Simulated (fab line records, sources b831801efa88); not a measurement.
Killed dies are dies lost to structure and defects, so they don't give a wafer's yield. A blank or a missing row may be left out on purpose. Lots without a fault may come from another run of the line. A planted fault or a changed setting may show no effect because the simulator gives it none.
A struck lot beside a sound one | flow sky130 | 16 steps out of a route of 708
Sound: wafers L945.4, L945.5, L945.6. Struck: wafers L953.1, L953.2, L953.6. The cause comes at the end.
At each step with rows: each side's tool, then ch and its chambers, then its first start. Under that, the readings that differ: sound wafers | struck wafers | difference of the means | sigmas: that difference in standard deviations of wafers without a fault.
alike: readings whose means differ by less than 2 such deviations, and words and numbers that are the same on both sides. not compared: withheld readings, readings that some wafer has no value for, bounds like >300 that may hide the same value, and numbers for which the record gives no deviation and whose values overlap.
The two part at a step that has a row with sigmas, a row that says differs or no value, or rows on one side only. Numbers that don't overlap but have no deviation are shown without sigmas and don't part them. A reading that every wafer of one side lacks parts them only if that side has two wafers or more.

SKY_SD_N_OVL_MEAS_08:
  sound on overlay-01, day 31 20:48; struck on overlay-02, day 34 06:08
  alike: SD_N_OVL
then, 2 steps without rows for these wafers: SKY_SD_N_IMPLANT_09; SKY_SD_N_IMPLANT_10.
SKY_SD_N_STRIP_11: strips in O2/N2.
  sound on plasma_asher-04 ch 0,1, day 31 21:09; struck on plasma_asher-04 ch 0,1, day 34 06:29
  alike: drypump_motor_current_A, oes_product_au, strip_time_to_endpoint_s
  not compared: rf_hours_counter_h
SKY_SD_N_TW_MEAS_12:
  sound on film_metro-04, day 31 21:15; struck on film_metro-01, day 34 06:35
  alike: SD_N_TW
then, 1 step without rows for these wafers: SKY_SD_N_CLEAN_13 (cleans in SC1/SC2, time 150 s).
SKY_SD_N_RTA_14: time 2 s.
  sound on rtp_anneal-01 ch 0, day 31 21:22; struck on rtp_anneal-01 ch 0, day 34 06:41
  alike: chamber_o2_ppm, lamp_power_pct, wafer_temp_C_max
SKY_SD_N_RS_MEAS_16: measures by four-point-probe.
  sound on film_metro-02, day 31 21:34; struck on film_metro-01, day 34 06:52
  reading          | sound             | struck            | difference | sigmas
  SD_N_RS (ohm/sq) | 68.24 68.40 68.44 | 68.68 68.78 68.57 | +0.32      | +3
SKY_SD_N_RS_MEAS_17: measures by four-point-probe.
  sound on film_metro-02, day 31 21:41; struck on film_metro-01, day 34 06:59
  alike: SD_P_RS
SKY_SD_N_RS_MEAS_18: measures by four-point-probe.
  sound on film_metro-02, day 31 21:49; struck on film_metro-01, day 34 07:06
  alike: RES_XHIGH_RS
then, 1 step without rows for these wafers: SKY_SALICIDE_CLEAN_00 (cleans in HF-last, time 30 s).
SKY_LI_CONTACT_HDPCVD_00: deposits PSG, target thk 930 nm, time 155 s.
  sound on hdpcvd-01 ch 0,1,2, day 31 21:56; struck on hdpcvd-01 ch 1,2, day 34 07:14
  reading                                       | sound             | struck          | difference | sigmas
  model.PSG_of_LI_CONTACT_HDPCVD_00.thk_nm (nm) | 937.7 950.9 933.4 | 617 616.5 609.1 | -326       |
  alike: pressure_mtorr
SKY_LI_CONTACT_THK_MEAS_01:
  sound on film_metro-04, day 31 22:01; struck on film_metro-02, day 34 07:20
  reading                    | sound       | struck      | difference | sigmas
  LI_CONTACT_HDPCVD_THK (nm) | 938 951 934 | 617 616 609 | -327       | -30
SKY_LI_CONTACT_CMP_02: polishes PSG.
  sound on cmp-01 ch 2,3, day 31 22:02; struck on cmp-01 ch 1,3, day 34 07:27
  reading                | sound          | struck      | difference | sigmas
  time_to_endpoint_s (s) | 33.1 34.5 35.6 | 3.8 0.3 0.6 | -32.8      | -14
  alike: edge_zone_pressure_frac, motor_current_A
SKY_LI_CONTACT_BOW_MEAS_03:
  sound on film_metro-01, day 31 22:24; struck on film_metro-01, day 34 07:42
  alike: LI_CONTACT_BOW
-- the record jumps here: 16 days lie between the struck wafers' starts before and after (it left off in module LI_CONTACT and takes up again in module PAD_OPEN, whose first step shown is number 708 of the route) --
SKY_PAD_OPEN_PROBE_99:
  sound on prober-01, day 48 12:52; struck on prober-01, day 50 11:11
  alike: killed_at_M0_to_M3, killed_at_M4_up, killed_at_contacts, killed_at_front_end, killed_at_other, killed_dies, killed_open, killed_short

WHERE THEY PART
First at SKY_SD_N_RS_MEAS_16; last, within this record, at SKY_LI_CONTACT_CMP_02. Later steps at which nothing parts them and some readings are alike: SKY_LI_CONTACT_BOW_MEAS_03, SKY_PAD_OPEN_PROBE_99.

WHY: what the simulator had put in
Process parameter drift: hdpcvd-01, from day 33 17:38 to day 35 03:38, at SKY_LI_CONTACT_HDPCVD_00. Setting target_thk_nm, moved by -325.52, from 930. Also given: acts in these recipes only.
